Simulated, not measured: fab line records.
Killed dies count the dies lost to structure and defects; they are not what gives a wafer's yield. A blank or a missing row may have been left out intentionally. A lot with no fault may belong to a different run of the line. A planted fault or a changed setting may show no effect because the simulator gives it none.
fab line records	flow gf180mcu
record: lots: 24	wafers: 72	last-day: 34
route steps=602 shown VT_IMPLANT@135 V1@340 V2@383 M3@414 V4@494 MIM@503
lots that met no fault: from a run of the same line without faults
start-h: the number of hours between the record's first day and the start of the first shown wafer of the lot	wait-h: how many hours have passed since the lot's step before this one	" same as the row above	L1.1+2: a single row standing in for several wafers	- no value, or no start given	* or withheld: withheld	< > ~ a bound
route shown NAME@n: NAME is a module with steps in the file, n the number in the route of the first one	usual: mean/standard deviation of fault-free wafers	same: alike in all rows	chamber/n: place in a boat	sites: per-site readings	_std_site: the values' standard deviation	_edge_site: the outer-site mean with the inner-site mean subtracted	radius-mm: for every site, how far away it sits from the centre of the wafer	mask NAME#n: copy n	behind: tool/chamber where the wafer was last shaped	hold: what put the lot on hold/how long, in hours/how the hold closed	device: names the non-switching transistor (n, p or np)	end of line: tests of these same wafers at the route's end	a step without rows: its recipe alone	killed: the dies lost at the first sort to structure and to defects; this is not the yield of the wafer	map: dies across one wafer; x = killed, . = not, _ = none there
set.NAME: the setting as run; set.NAME@STEP: as run at that earlier step	model.NAME: the simulator's own value behind a step, which no gauge read
the route's steps for a sample of lots (tables are steps, rows are wafers)
services: the hour from which a tool's chamber was out of use, counted from the record's first day as start-h (under 0 if before that day), plus the number of hours and why
== steps ==
step: GF_VT_IMPLANT_RTA_45
recipe: temp-c: 1050	time-s: 30	ambient: N2
usual: lamp-power-pct: 34/3.6	wafer_temp_C_max: 1054.8/1.1
same: time-s: 30
lot.wafer	tool	chamber	start-h	wait-h	lamp-power-pct	wafer_temp_C_max
L074.1	rtp-anneal-01	0	155.25	0.0	29	1055.3
L074.2	"	0	"	"	29	1054.0
L074.5	"	0	"	"	29	1055.2
L075.2	rtp-anneal-01	0	163.86	0.0	29	1055.0
L075.3	"	0	"	"	29	1055.4
L075.6	"	0	"	"	29	1055.2
L076.3	rtp-anneal-01	0	169.43	0.0	29	1056.2
L076.4	"	0	"	"	29	1054.4
L076.5	"	0	"	"	29	1055.9
L077.1	rtp-anneal-02	0	175.59	0.0	37	1053.4
L077.2	"	0	"	"	37	1054.4
L077.4	"	0	"	"	37	1053.7
L078.2	rtp-anneal-02	0	183.85	0.0	37	1054.6
L078.3	"	0	"	"	37	1054.0
L078.6	"	0	"	"	37	1053.6
L079.1	rtp-anneal-02	0	189.69	0.0	37	1055.8
L079.4	"	0	"	"	37	1055.3
L079.5	"	0	"	"	37	1054.1
L080.1	rtp-anneal-02	0	197.59	0.0	37	1053.5
L080.2	"	0	"	"	37	1053.8
L080.5	"	0	"	"	37	1052.8
L081.1	rtp-anneal-02	0	204.94	0.0	37	1054.2
L081.3	"	0	"	"	37	1055.1
L081.5	"	0	"	"	37	1055.7
L082.1	rtp-anneal-02	0	209.65	0.0	37	1055.3
L082.3	"	0	"	"	37	1055.5
L082.5	"	0	"	"	37	1054.5
L083.2	rtp-anneal-01	0	217.36	0.0	29	1054.0
L083.3	"	0	"	"	29	1055.7
L083.5	"	0	"	"	29	1055.2
L084.3	rtp-anneal-02	0	227.92	0.0	37	1052.9
L084.5	"	0	"	"	37	1053.9
L084.6	"	0	"	"	37	1053.0
L085.1	rtp-anneal-02	0	231.50	0.0	37	1053.0
L085.4	"	0	"	"	37	1053.6
L085.6	"	0	"	"	37	1055.0
L086.1	rtp-anneal-01	0	239.74	0.0	29	1055.4
L086.2	"	0	"	"	29	1054.8
L086.6	"	0	"	"	29	1053.9
L087.1	rtp-anneal-02	0	247.75	0.0	37	1054.3
L087.3	"	0	"	"	37	1054.6
L087.5	"	0	"	"	37	1054.3
L088.2	rtp-anneal-01	0	254.56	0.0	29	1055.8
L088.4	"	0	"	"	29	1056.7
L088.5	"	0	"	"	29	1056.8
L089.4	rtp-anneal-02	0	262.09	0.1	37	1054.1
L089.5	"	0	"	"	37	1054.6
L089.6	"	0	"	"	37	1053.7
L090.2	rtp-anneal-02	0	268.56	0.0	37	1055.3
L090.5	"	0	"	"	37	1054.7
L090.6	"	0	"	"	37	1055.2
L091.1	rtp-anneal-02	0	272.64	0.0	37	1054.6
L091.2	"	0	"	"	37	1053.8
L091.4	"	0	"	"	37	1053.8
L092.3	rtp-anneal-01	0	284.32	0.0	29	1054.7
L092.4	"	0	"	"	29	1054.9
L092.5	"	0	"	"	29	1055.4
L093.2	rtp-anneal-02	0	289.31	0.0	37	1055.1
L093.3	"	0	"	"	37	1055.3
L093.4	"	0	"	"	37	1053.4
L094.2	rtp-anneal-01	0	295.60	0.0	29	1056.4
L094.4	"	0	"	"	29	1054.8
L094.5	"	0	"	"	29	1057.2
L095.1	rtp-anneal-02	0	302.09	0.0	37	1053.7
L095.2	"	0	"	"	37	1053.4
L095.4	"	0	"	"	37	1052.8
L096.1	rtp-anneal-01	0	309.84	0.0	29	1057.1
L096.2	"	0	"	"	29	1054.9
L096.3	"	0	"	"	29	1054.8
L097.1	rtp-anneal-02	0	316.68	0.0	37	1054.4
L097.4	"	0	"	"	37	1055.2
L097.6	"	0	"	"	37	1054.0
step: GF_V1_BOW_MEAS_05
recipe: mode: bow
usual: V1_BOW: 84/7.6
lot.wafer	tool	chamber	start-h	wait-h	V1_BOW[um]
L074.1	film-metro-02	-	389.42	0.1	88
L074.2	"	-	"	"	89
L074.5	"	-	"	"	88
L075.2	film-metro-03	-	397.65	0.3	90
L075.3	"	-	"	"	73
L075.6	"	-	"	"	101
L076.3	film-metro-03	-	405.92	0.1	93
L076.4	"	-	"	"	92
L076.5	"	-	"	"	79
L077.1	film-metro-03	-	415.36	0.2	83
L077.2	"	-	"	"	89
L077.4	"	-	"	"	83
L078.2	film-metro-03	-	427.20	0.2	91
L078.3	"	-	"	"	77
L078.6	"	-	"	"	78
L079.1	film-metro-02	-	437.54	0.1	66
L079.4	"	-	"	"	89
L079.5	"	-	"	"	88
L080.1	film-metro-04	-	443.99	0.1	88
L080.2	"	-	"	"	87
L080.5	"	-	"	"	87
L081.1	film-metro-03	-	456.52	0.2	72
L081.3	"	-	"	"	76
L081.5	"	-	"	"	81
L082.1	film-metro-02	-	462.62	0.2	88
L082.3	"	-	"	"	89
L082.5	"	-	"	"	92
L083.2	film-metro-03	-	472.59	0.3	80
L083.3	"	-	"	"	88
L083.5	"	-	"	"	84
L084.3	film-metro-04	-	486.75	0.2	93
L084.5	"	-	"	"	78
L084.6	"	-	"	"	80
L085.1	film-metro-03	-	491.79	0.2	77
L085.4	"	-	"	"	92
L085.6	"	-	"	"	74
L086.1	film-metro-03	-	501.92	0.2	85
L086.2	"	-	"	"	90
L086.6	"	-	"	"	63
L087.1	film-metro-04	-	513.37	0.1	68
L087.3	"	-	"	"	81
L087.5	"	-	"	"	86
L088.2	film-metro-03	-	521.12	0.1	76
L088.4	"	-	"	"	79
L088.5	"	-	"	"	70
L089.4	film-metro-02	-	525.85	0.3	77
L089.5	"	-	"	"	72
L089.6	"	-	"	"	74
L090.2	film-metro-04	-	535.77	0.1	85
L090.5	"	-	"	"	77
L090.6	"	-	"	"	96
L091.1	film-metro-03	-	542.56	0.2	93
L091.2	"	-	"	"	85
L091.4	"	-	"	"	81
L092.3	film-metro-04	-	555.45	0.2	75
L092.4	"	-	"	"	86
L092.5	"	-	"	"	82
L093.2	film-metro-04	-	559.53	0.2	90
L093.3	"	-	"	"	91
L093.4	"	-	"	"	92
L094.2	film-metro-02	-	565.68	0.3	84
L094.4	"	-	"	"	74
L094.5	"	-	"	"	80
L095.1	film-metro-02	-	571.17	0.1	108
L095.2	"	-	"	"	96
L095.4	"	-	"	"	101
L096.1	film-metro-03	-	580.52	0.1	88
L096.2	"	-	"	"	83
L096.3	"	-	"	"	82
L097.1	film-metro-03	-	591.57	0.1	88
L097.4	"	-	"	"	96
L097.6	"	-	"	"	91
step: GF_V2_THK_MEAS_01
recipe: reads: SiO2_of_V2_CVD_00
usual: V2_CVD_00_THK: 604/9.8
lot.wafer	tool	chamber	start-h	wait-h	V2_CVD_00_THK[nm]
L074.1	film-metro-04	-	440.36	0.0	613
L074.2	"	-	"	"	594
L074.5	"	-	"	"	594
L075.2	film-metro-02	-	449.27	0.1	599
L075.3	"	-	"	"	594
L075.6	"	-	"	"	602
L076.3	film-metro-01	-	456.55	0.1	605
L076.4	"	-	"	"	608
L076.5	"	-	"	"	606
L077.1	film-metro-04	-	467.68	0.0	602
L077.2	"	-	"	"	594
L077.4	"	-	"	"	611
L078.2	film-metro-04	-	478.74	0.0	608
L078.3	"	-	"	"	603
L078.6	"	-	"	"	601
L079.1	film-metro-04	-	489.53	0.0	599
L079.4	"	-	"	"	608
L079.5	"	-	"	"	600
L080.1	film-metro-01	-	496.32	0.0	605
L080.2	"	-	"	"	598
L080.5	"	-	"	"	605
L081.1	film-metro-01	-	508.13	0.0	597
L081.3	"	-	"	"	607
L081.5	"	-	"	"	615
L082.1	film-metro-04	-	514.01	0.0	615
L082.3	"	-	"	"	615
L082.5	"	-	"	"	614
L083.2	film-metro-01	-	523.27	0.0	619
L083.3	"	-	"	"	610
L083.5	"	-	"	"	611
L084.3	film-metro-02	-	536.65	0.1	606
L084.5	"	-	"	"	622
L084.6	"	-	"	"	610
L085.1	film-metro-04	-	541.78	0.0	616
L085.4	"	-	"	"	616
L085.6	"	-	"	"	613
L086.1	film-metro-01	-	551.76	0.0	603
L086.2	"	-	"	"	595
L086.6	"	-	"	"	614
L087.1	film-metro-02	-	562.81	0.0	591
L087.3	"	-	"	"	589
L087.5	"	-	"	"	589
L088.2	film-metro-02	-	569.71	0.0	592
L088.4	"	-	"	"	587
L088.5	"	-	"	"	581
L089.4	film-metro-01	-	574.09	0.1	596
L089.5	"	-	"	"	609
L089.6	"	-	"	"	602
L090.2	film-metro-04	-	582.69	0.0	594
L090.5	"	-	"	"	607
L090.6	"	-	"	"	595
L091.1	film-metro-01	-	590.29	0.1	598
L091.2	"	-	"	"	618
L091.4	"	-	"	"	615
L092.3	film-metro-04	-	602.06	0.1	616
L092.4	"	-	"	"	599
L092.5	"	-	"	"	603
L093.2	film-metro-01	-	604.55	0.1	601
L093.3	"	-	"	"	600
L093.4	"	-	"	"	615
L094.2	film-metro-04	-	610.50	0.0	605
L094.4	"	-	"	"	619
L094.5	"	-	"	"	605
L095.1	film-metro-04	-	615.98	0.0	593
L095.2	"	-	"	"	601
L095.4	"	-	"	"	593
L096.1	film-metro-02	-	625.17	0.0	610
L096.2	"	-	"	"	599
L096.3	"	-	"	"	619
L097.1	film-metro-04	-	635.85	0.0	584
L097.4	"	-	"	"	587
L097.6	"	-	"	"	590
step: GF_M3_RS_MEAS_05
recipe: thk-meas-gauge: four-point-probe	reads: TiN_of_M3_SPUTTER_04+Ti_of_M3_SPUTTER_03+AlCu_of_M3_SPUTTER_02+TiN_of_M3_SPUTTER_01+Ti_of_M3_SPUTTER_00
usual: M3_ALCU_RS: 0.0692/0.00082
lot.wafer	tool	chamber	start-h	wait-h	M3_ALCU_RS[ohm/sq]
L074.1	film-metro-01	-	466.88	0.0	0.0692
L074.2	"	-	"	"	0.0702
L074.5	"	-	"	"	0.0693
L075.2	film-metro-01	-	476.05	0.0	0.0698
L075.3	"	-	"	"	0.0699
L075.6	"	-	"	"	0.0697
L076.3	film-metro-04	-	483.72	0.1	0.0690
L076.4	"	-	"	"	0.0681
L076.5	"	-	"	"	0.0698
L077.1	film-metro-04	-	494.45	0.0	0.0711
L077.2	"	-	"	"	0.0697
L077.4	"	-	"	"	0.0707
L078.2	film-metro-04	-	504.99	0.0	0.0686
L078.3	"	-	"	"	0.0688
L078.6	"	-	"	"	0.0686
L079.1	film-metro-03	-	515.77	0.0	0.0698
L079.4	"	-	"	"	0.0691
L079.5	"	-	"	"	0.0695
L080.1	film-metro-03	-	522.40	0.0	0.0693
L080.2	"	-	"	"	0.0690
L080.5	"	-	"	"	0.0686
L081.1	film-metro-01	-	534.30	0.0	0.0690
L081.3	"	-	"	"	0.0690
L081.5	"	-	"	"	0.0692
L082.1	film-metro-01	-	540.18	0.0	0.0690
L082.3	"	-	"	"	0.0697
L082.5	"	-	"	"	0.0692
L083.2	film-metro-04	-	549.06	0.0	0.0684
L083.3	"	-	"	"	0.0696
L083.5	"	-	"	"	0.0686
L084.3	film-metro-03	-	561.82	0.1	0.0694
L084.5	"	-	"	"	0.0693
L084.6	"	-	"	"	0.0681
L085.1	film-metro-03	-	566.84	0.0	0.0671
L085.4	"	-	"	"	0.0683
L085.6	"	-	"	"	0.0670
L086.1	film-metro-01	-	576.98	0.0	0.0676
L086.2	"	-	"	"	0.0684
L086.6	"	-	"	"	0.0677
L087.1	film-metro-03	-	586.72	0.0	0.0704
L087.3	"	-	"	"	0.0694
L087.5	"	-	"	"	0.0702
L088.2	film-metro-03	-	593.84	0.0	0.0701
L088.4	"	-	"	"	0.0692
L088.5	"	-	"	"	0.0692
L089.4	film-metro-04	-	597.58	0.1	0.0692
L089.5	"	-	"	"	0.0695
L089.6	"	-	"	"	0.0685
L090.2	film-metro-01	-	605.43	0.0	0.0690
L090.5	"	-	"	"	0.0688
L090.6	"	-	"	"	0.0699
L091.1	film-metro-01	-	613.85	0.0	0.0690
L091.2	"	-	"	"	0.0699
L091.4	"	-	"	"	0.0703
L092.3	film-metro-03	-	624.86	0.1	0.0700
L092.4	"	-	"	"	0.0699
L092.5	"	-	"	"	0.0705
L093.2	film-metro-04	-	627.74	0.0	0.0683
L093.3	"	-	"	"	0.0687
L093.4	"	-	"	"	0.0684
L094.2	film-metro-03	-	633.29	0.0	0.0701
L094.4	"	-	"	"	0.0685
L094.5	"	-	"	"	0.0705
L095.1	film-metro-03	-	639.25	0.0	0.0691
L095.2	"	-	"	"	0.0702
L095.4	"	-	"	"	0.0688
L096.1	film-metro-01	-	648.07	0.0	0.0685
L096.2	"	-	"	"	0.0684
L096.3	"	-	"	"	0.0693
L097.1	film-metro-03	-	661.10	0.1	0.0692
L097.4	"	-	"	"	0.0693
L097.6	"	-	"	"	0.0686
step: GF_V4_STRIP_18
recipe: chemistry: O2/N2	power-w: 1400	pressure-mtorr: 1500	platen-temp-c: 250	o2-flow-sccm: 3000	n2-flow-sccm: 300	overash-fraction: 0.5
usual: drypump-motor-current-A: 5.9/0.55	heater-power-w: 357/42	oes-product-au: 0.592/0.0055	platen-temp-c: 249.99/0.18
lot.wafer	tool	chamber	start-h	wait-h	drypump-motor-current-A	heater-power-w	oes-product-au	platen-temp-c	rf-hours-counter-h
L074.1	plasma-asher-01	1	567.69	-	6.5	410	0.593	249.82	45
L074.2	"	0	"	"	6.1	333	0.588	250.09	45
L074.5	"	1	"	"	6.5	403	0.588	249.90	-
L075.2	plasma-asher-01	0	574.52	-	6.1	334	0.589	250.15	46
L075.3	"	1	"	"	6.5	407	0.593	249.93	-
L075.6	"	0	"	"	6.1	334	0.593	249.91	-
L076.3	plasma-asher-03	1	581.01	-	4.8	350	0.586	249.91	-
L076.4	"	0	"	"	6.0	407	0.590	249.93	-
L076.5	"	0	"	"	6.0	424	0.585	250.35	-
L077.1	plasma-asher-04	1	591.48	-	5.9	332	0.600	250.25	81
L077.2	"	0	"	"	6.2	304	0.593	250.30	81
L077.4	"	1	"	"	5.9	328	0.598	249.92	-
L078.2	plasma-asher-03	0	600.58	-	5.9	416	0.584	249.84	101
L078.3	"	0	"	"	6.0	414	0.596	249.69	-
L078.6	"	0	"	"	6.0	430	0.590	250.05	-
L079.1	plasma-asher-03	0	609.85	-	6.0	412	0.592	249.90	102
L079.4	"	1	"	"	4.8	357	0.598	249.74	-
L079.5	"	1	"	"	4.8	348	0.598	250.06	-
L080.1	plasma-asher-04	1	615.02	-	5.9	337	0.598	249.80	83
L080.2	"	0	"	"	6.2	303	0.595	250.42	83
L080.5	"	0	"	"	6.2	299	0.588	250.12	-
L081.1	plasma-asher-04	0	624.98	-	6.2	298	0.592	249.97	85
L081.3	"	1	"	"	5.9	322	0.598	250.26	-
L081.5	"	0	"	"	6.2	294	0.598	249.71	-
L082.1	plasma-asher-03	1	631.18	-	4.8	342	0.595	250.03	104
L082.3	"	1	"	"	4.8	346	0.587	249.96	-
L082.5	"	0	"	"	6.0	428	0.593	250.24	-
L083.2	plasma-asher-04	0	638.62	-	6.2	303	0.592	250.16	87
L083.3	"	1	"	"	5.9	332	0.595	249.89	-
L083.5	"	1	"	"	5.9	327	0.580	249.97	-
L084.3	plasma-asher-04	1	651.51	-	5.9	331	0.587	249.98	-
L084.5	"	1	"	"	5.9	329	0.595	250.25	-
L084.6	"	0	"	"	6.2	299	0.592	250.30	-
L085.1	plasma-asher-01	1	658.57	-	6.5	403	0.583	249.73	54
L085.4	"	1	"	"	6.5	403	0.600	249.80	-
L085.6	"	1	"	"	6.5	410	0.593	250.06	-
L086.1	plasma-asher-04	0	663.74	-	6.2	297	0.602	250.04	89
L086.2	"	1	"	"	5.9	337	0.591	250.15	89
L086.6	"	1	"	"	5.9	335	0.588	249.96	-
L087.1	plasma-asher-03	1	672.22	-	4.8	352	0.589	249.95	109
L087.3	"	0	"	"	6.0	403	0.591	250.15	-
L087.5	"	1	"	"	4.8	354	0.583	250.14	-
L088.2	plasma-asher-04	1	681.84	-	5.9	327	0.586	249.59	91
L088.4	"	1	"	"	5.9	332	0.590	249.81	-
L088.5	"	1	"	"	5.9	330	0.585	250.11	-
L089.4	plasma-asher-01	0	682.21	-	6.1	336	0.588	250.11	-
L089.5	"	0	"	"	6.1	346	0.592	250.09	-
L089.6	"	1	"	"	6.4	402	0.589	249.77	-
L090.2	plasma-asher-01	1	688.02	-	6.5	406	0.587	249.80	57
L090.5	"	0	"	"	6.1	343	0.591	249.92	-
L090.6	"	1	"	"	6.5	415	0.590	249.93	-
L091.1	plasma-asher-03	1	699.37	-	4.8	350	0.601	250.00	111
L091.2	"	0	"	"	6.0	409	0.599	249.87	111
L091.4	"	0	"	"	6.0	419	0.591	250.13	-
L092.3	plasma-asher-04	1	705.96	-	5.9	328	0.601	250.14	-
L092.4	"	0	"	"	6.2	298	0.594	250.13	-
L092.5	"	0	"	"	6.2	297	0.591	250.02	-
L093.2	plasma-asher-01	1	707.58	-	6.5	409	0.607	249.90	59
L093.3	"	0	"	"	6.1	343	0.597	249.85	-
L093.4	"	1	"	"	6.5	412	0.590	249.95	-
L094.2	plasma-asher-03	0	717.32	-	6.0	420	0.589	249.68	113
L094.4	"	1	"	"	4.8	352	0.591	250.12	-
L094.5	"	1	"	"	4.8	352	0.592	250.38	-
L095.1	plasma-asher-03	0	722.27	-	6.0	410	0.593	249.86	114
L095.2	"	1	"	"	4.8	352	0.583	249.79	114
L095.4	"	0	"	"	6.0	422	0.589	250.05	-
L096.1	plasma-asher-03	0	724.83	-	6.0	413	0.586	250.00	114
L096.2	"	1	"	"	4.8	346	0.597	250.28	114
L096.3	"	0	"	"	6.0	415	0.582	250.17	-
L097.1	plasma-asher-01	0	738.52	-	6.1	336	0.585	250.08	62
L097.4	"	1	"	"	6.5	404	0.594	249.85	-
L097.6	"	1	"	"	6.5	409	0.588	250.00	-
step: GF_MIM_SPUTTER_00
recipe: material: Ti	target-thk-nm: 37.5	arriving-ion-energy-ev: 80	substrate-temp-c: 200	chamber-pressure-pa: 2	power-w: 4000	time-s: 150
usual: throttle-valve-pct: 29.6/0.75
same: time-s: 150
lot.wafer	tool	chamber	start-h	wait-h	throttle-valve-pct
L074.1	pvd-sputter-01	-	569.05	0.1	29.0
L074.2	"	-	"	"	31.4
L074.5	"	-	"	"	29.3
L075.2	pvd-sputter-03	-	575.75	0.1	28.8
L075.3	"	-	"	"	30.4
L075.6	"	-	"	"	28.9
L076.3	pvd-sputter-03	-	582.20	0.2	29.8
L076.4	"	-	"	"	30.4
L076.5	"	-	"	"	29.9
L077.1	pvd-sputter-01	-	592.70	0.1	31.1
L077.2	"	-	"	"	28.9
L077.4	"	-	"	"	28.7
L078.2	pvd-sputter-03	-	601.80	0.1	29.8
L078.3	"	-	"	"	29.1
L078.6	"	-	"	"	28.9
L079.1	pvd-sputter-02	-	611.28	0.2	31.3
L079.4	"	-	"	"	29.6
L079.5	"	-	"	"	29.5
L080.1	pvd-sputter-01	-	616.26	0.2	31.1
L080.2	"	-	"	"	29.1
L080.5	"	-	"	"	28.9
L081.1	pvd-sputter-02	-	626.27	0.1	29.4
L081.3	"	-	"	"	29.8
L081.5	"	-	"	"	29.3
L082.1	pvd-sputter-02	-	632.43	0.1	29.5
L082.3	"	-	"	"	29.9
L082.5	"	-	"	"	29.5
L083.2	pvd-sputter-02	-	639.89	0.1	31.2
L083.3	"	-	"	"	29.3
L083.5	"	-	"	"	29.9
L084.3	pvd-sputter-03	-	652.70	0.2	29.5
L084.5	"	-	"	"	28.7
L084.6	"	-	"	"	29.3
L085.1	pvd-sputter-01	-	659.82	0.2	28.9
L085.4	"	-	"	"	29.0
L085.6	"	-	"	"	29.1
L086.1	pvd-sputter-03	-	665.06	0.2	29.8
L086.2	"	-	"	"	30.0
L086.6	"	-	"	"	29.6
L087.1	pvd-sputter-03	-	673.88	0.2	29.7
L087.3	"	-	"	"	30.4
L087.5	"	-	"	"	29.6
L088.2	pvd-sputter-01	-	683.07	0.2	29.0
L088.4	"	-	"	"	28.8
L088.5	"	-	"	"	28.8
L089.4	pvd-sputter-03	-	683.67	0.1	30.3
L089.5	"	-	"	"	28.7
L089.6	"	-	"	"	29.8
L090.2	pvd-sputter-03	-	689.25	0.2	28.9
L090.5	"	-	"	"	29.8
L090.6	"	-	"	"	28.8
L091.1	pvd-sputter-03	-	700.63	0.1	29.8
L091.2	"	-	"	"	29.7
L091.4	"	-	"	"	30.5
L092.3	pvd-sputter-02	-	707.18	0.2	30.0
L092.4	"	-	"	"	29.3
L092.5	"	-	"	"	29.9
L093.2	pvd-sputter-02	-	708.81	0.1	29.6
L093.3	"	-	"	"	30.0
L093.4	"	-	"	"	31.2
L094.2	pvd-sputter-02	-	718.70	0.1	30.0
L094.4	"	-	"	"	31.4
L094.5	"	-	"	"	29.6
L095.1	pvd-sputter-01	-	723.51	0.2	28.8
L095.2	"	-	"	"	29.1
L095.4	"	-	"	"	28.6
L096.1	pvd-sputter-01	-	726.08	0.1	28.8
L096.2	"	-	"	"	29.0
L096.3	"	-	"	"	29.3
L097.1	pvd-sputter-01	-	739.76	0.1	28.6
L097.4	"	-	"	"	31.2
L097.6	"	-	"	"	31.4
== services ==
tool	chamber	start-h	hours	kind
plasma-asher-04	-	139.65	28.1	pm
pvd-sputter-03	-	146.04	1.8	repair
pvd-sputter-02	-	171.04	3.3	repair
plasma-asher-04	-	173.41	0.6	repair
rtp-anneal-01	-	177.88	2.6	pm
plasma-asher-04	-	180.12	3.7	repair
pvd-sputter-02	-	182.05	5.0	repair
pvd-sputter-02	-	182.79	2.1	repair
plasma-asher-04	-	274.91	2.8	pm
plasma-asher-03	-	277.39	1.5	repair
pvd-sputter-03	-	284.80	5.3	repair
pvd-sputter-03	-	322.11	2.1	repair
pvd-sputter-03	-	329.63	11.7	repair
pvd-sputter-03	-	421.17	4.7	repair
pvd-sputter-01	-	436.64	2.1	repair
rtp-anneal-02	-	458.36	3.5	pm
plasma-asher-04	-	479.58	12.5	repair
plasma-asher-03	-	510.73	4.3	repair
pvd-sputter-01	-	546.88	3.5	repair
pvd-sputter-03	-	579.51	0.5	repair
pvd-sputter-03	-	598.85	2.1	repair
plasma-asher-03	-	622.04	3.3	repair
plasma-asher-04	-	722.18	1.3	repair
plasma-asher-03	-	733.75	9.0	pm
== key ==
fault none
